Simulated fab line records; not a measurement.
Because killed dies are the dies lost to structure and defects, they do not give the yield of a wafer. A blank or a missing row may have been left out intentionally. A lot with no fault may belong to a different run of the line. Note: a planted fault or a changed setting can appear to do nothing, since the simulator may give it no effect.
Comparing a struck lot with a sound one / flow sky130 / 44 out of 708 route steps
Sound: wafers L227.3, L227.4, L227.5. Struck: wafer L223.5 (left out: L223.1, L223.6 of the same lot, which were not struck); the cause appears at the end.
Per side, at each step with rows, come the tool, then ch with its chambers, and then its first start. Under that, the readings that differ: sound wafers / struck wafers / difference of the means / sigmas: that difference in standard deviations of wafers without a fault.
alike: same words and numbers on both sides, and readings whose means sit less than 2 such deviations apart. not compared: any withheld reading, any reading some wafer has no value for, any bound like >300 that may hide the same value, and any number with overlapping values for which the record gives no deviation.
The two part at a step that has a row with sigmas, a row that says differs or no value, or rows on one side only. Numbers that don't overlap but have no deviation are shown without sigmas and don't part them. A reading missing from all wafers of one side parts the sides only when that side holds two or more wafers.

first, 2 steps without rows for these wafers: SKY_VIA2_SPUTTER_20 (material TiN, target thk 20 nm, time 80 s); SKY_VIA2_CVD_21 (deposits W, target thk 420 nm, time 126.4 s).
SKY_VIA2_RS_MEAS_22: the measuring method here is four-point-probe.
  sound: film metro-01 at day 43 03:32; struck: film metro-01 at day 41 20:59
  alike: VIA2_W_RS
SKY_VIA2_THK_MEAS_23: measures by xrf.
  sound: film metro-01 at day 43 03:38; struck: film metro-01 at day 41 21:07
  alike: VIA2_W_THK
then, 3 steps without rows for these wafers: SKY_VIA2_CMP_24 (polishes, stops on SiO2, t overpolish 20 s, target thk 0 nm); SKY_METAL3_SPUTTER_00 (material Ti, target thk 15 nm, time 10 s); SKY_METAL3_SPUTTER_01 (material TiN, target thk 20 nm, time 16.7 s).
SKY_METAL3_SPUTTER_02: material AlCu, target thk 735 nm, time 39.1 s.
  sound: pvd sputter-03 at day 43 04:01; struck: pvd sputter-01 at day 41 21:31
  alike: throttle valve pct
SKY_METAL3_SPUTTER_03: material Ti, target thk 5 nm, time 3.3 s.
  sound: pvd sputter-03 at day 43 04:03; struck: pvd sputter-01 at day 41 21:33
  alike: throttle valve pct
SKY_METAL3_SPUTTER_04: material TiN, target thk 70 nm, time 58.3 s.
  sound: pvd sputter-03 at day 43 04:04; struck: pvd sputter-01 at day 41 21:34
  alike: throttle valve pct
SKY_CAPM_CVD_00: deposits SiO2, target thk 15.5 nm.
  sound on pecvd-01 ch 0,2, day 43 04:08; struck on pecvd-02 ch 2, day 41 21:37
  alike: heater power outer w, heater power w, susceptor temp C
SKY_CAPM_THK_MEAS_01:
  sound: film metro-01 at day 43 04:10; struck: film metro-01 at day 41 21:38
  alike: CAPM_CVD_00_THK
SKY_CAPM_SPUTTER_02: material TiN, target thk 200 nm, time 166.7 s.
  sound: pvd sputter-03 at day 43 04:13; struck: pvd sputter-02 at day 41 21:42
reading=model.TiN_of_CAPM_SPUTTER_02.thk nm (nm); sound=194 196.5 198.4; struck=214.9; difference=+18.6; sigmas=
  alike: susceptor temp C, throttle valve pct
SKY_CAPM_RS_MEAS_03: the measuring method here is four-point-probe.
  sound: film metro-03 at day 43 04:22; struck: film metro-03 at day 41 21:49
reading=CAPM_TIN_RS (ohm/sq); sound=7.13 7.03 6.95; struck=6.42; difference=-0.62; sigmas=-7
SKY_CAPM_THK_MEAS_04: measures by xrf.
  sound: film metro-03 at day 43 04:28; struck: film metro-03 at day 41 21:56
reading=CAPM_TIN_THK (nm); sound=191.8 194.3 195.8; struck=212.8; difference=+18.8; sigmas=+7
then, 7 steps without rows for these wafers: SKY_CAPM_DEHYDRATE_05 (time 60 s); SKY_CAPM_HMDS_06 (prime time 60 s); SKY_CAPM_COAT_07 (resist thk 1140 nm); SKY_CAPM_SOFTBAKE_08 (time 60 s); SKY_CAPM_EXPOSE_09 (exposes mask CAPM, target cd 1000 nm); SKY_CAPM_PEB_10; SKY_CAPM_DEVELOP_11 (develop time 60 s).
SKY_CAPM_OVL_MEAS_12:
  sound: overlay-01 at day 44 03:55; struck: overlay-02 at day 42 21:29
  alike: CAPM_OVL
SKY_CAPM_METAL_ETCH_13: etches TiN in Cl2/BCl3, stops on SiO2, target depth 220 nm, time 62.9 s.
  sound on rie metal-02 ch 0,1, day 44 03:58; struck on rie metal-02 ch 0, day 42 21:32
reading=oes product au (a.u.); sound=0.929 0.935 0.936; struck=0.983; difference=+0.050; sigmas=+6
reading=throttle valve pct (%); sound=21.926 21.893 21.913; struck=21.863; difference=-0.048; sigmas=-5
  alike: drypump motor current A
  not compared: rf hours counter h
then, 12 steps without rows for these wafers: SKY_CAPM_STRIP_14 (strips in O2/N2); SKY_CAPM_STRIP_15 (strips in post etch residue remover, time 1200 s); SKY_CAPM_CLEAN_16 (cleans in IPA, time 180 s); SKY_CAPM_CLEAN_17 (cleans in O3/DIW); SKY_METAL3_DEHYDRATE_05 (time 60 s); SKY_METAL3_HMDS_06 (prime time 60 s); SKY_METAL3_COAT_07 (resist thk 60 nm); SKY_METAL3_COAT_08 (resist thk 1140 nm); SKY_METAL3_SOFTBAKE_09 (time 90 s); SKY_METAL3_EXPOSE_10 (exposes mask MM3, target cd 300 nm); SKY_METAL3_PEB_11; SKY_METAL3_DEVELOP_12 (develop time 60 s).
SKY_METAL3_CD_MEAS_13 targets a cd of 300 nm.
  sound: cd sem-02 at day 45 03:44; struck: cd sem-02 at day 43 21:56
  alike: cd nm
SKY_METAL3_OVL_MEAS_14:
  sound: overlay-02 at day 45 03:50; struck: overlay-01 at day 43 22:04
  alike: METAL3_OVL
SKY_METAL3_DESCUM_15: chemistry O2, time 8 s.
  sound on rie metal-04 ch 0,1, day 45 03:52; struck on rie metal-02 ch 1, day 43 22:06
  alike: drypump motor current A, oes product au
  not compared: rf hours counter h
then, 3 steps without rows for these wafers: SKY_METAL3_ETCH_16 (etches BARC in N2/H2, stops on SiO2, time 88.2 s, target depth 60 nm); SKY_METAL3_ETCH_17 (etches SiO2 in C4F8/O2/Ar, stops on TiN, time 3.9 s, target depth 15 nm); SKY_METAL3_METAL_ETCH_18 (etches the open film in Cl2/BCl3, stops on SiO2, target depth 845 nm, time 183.1 s).
SKY_METAL3_STRIP_20: strips in post etch residue remover, time 1200 s.
  sound on wet bench-03 ch 1, day 45 04:17; struck on wet bench-03 ch 0, day 43 22:32
reading=model.TiN_of_CAPM_SPUTTER_02.thk nm (nm); sound=193.2 195.6 197.5; struck=214.1; difference=+18.7; sigmas=
-- the record jumps here: 7 days lie between the struck wafers' starts before and after (it left off in module METAL3 and takes up again in module PAD_OPEN, whose first step shown is number 708 of the route) --
SKY_PAD_OPEN_PROBE_99:
  sound: prober-02 at day 51 12:58; struck: prober-01 at day 50 13:01
reading=model.etest.cap mim.plate ohm sq; sound=6.196 6.134 6.097; struck=5.573; difference=-0.569; sigmas=
  alike: defect limited yield, killed_at_M0_to_M3, killed_at_M4_up, killed at contacts, killed at front end, killed at other, killed dies, killed open, killed short, sort_bin_3_pad_short, sort_bin_5_function, sort_bin_6_memory, sort n pass, sort yield pct

WHERE THEY PART
At SKY_CAPM_RS_MEAS_03 first; at SKY_CAPM_METAL_ETCH_13 last (within this record only). Later steps at which nothing parts them and some readings are alike: SKY_METAL3_CD_MEAS_13, SKY_METAL3_OVL_MEAS_14, SKY_METAL3_DESCUM_15, SKY_PAD_OPEN_PROBE_99.

WHY: the cause the simulator had injected
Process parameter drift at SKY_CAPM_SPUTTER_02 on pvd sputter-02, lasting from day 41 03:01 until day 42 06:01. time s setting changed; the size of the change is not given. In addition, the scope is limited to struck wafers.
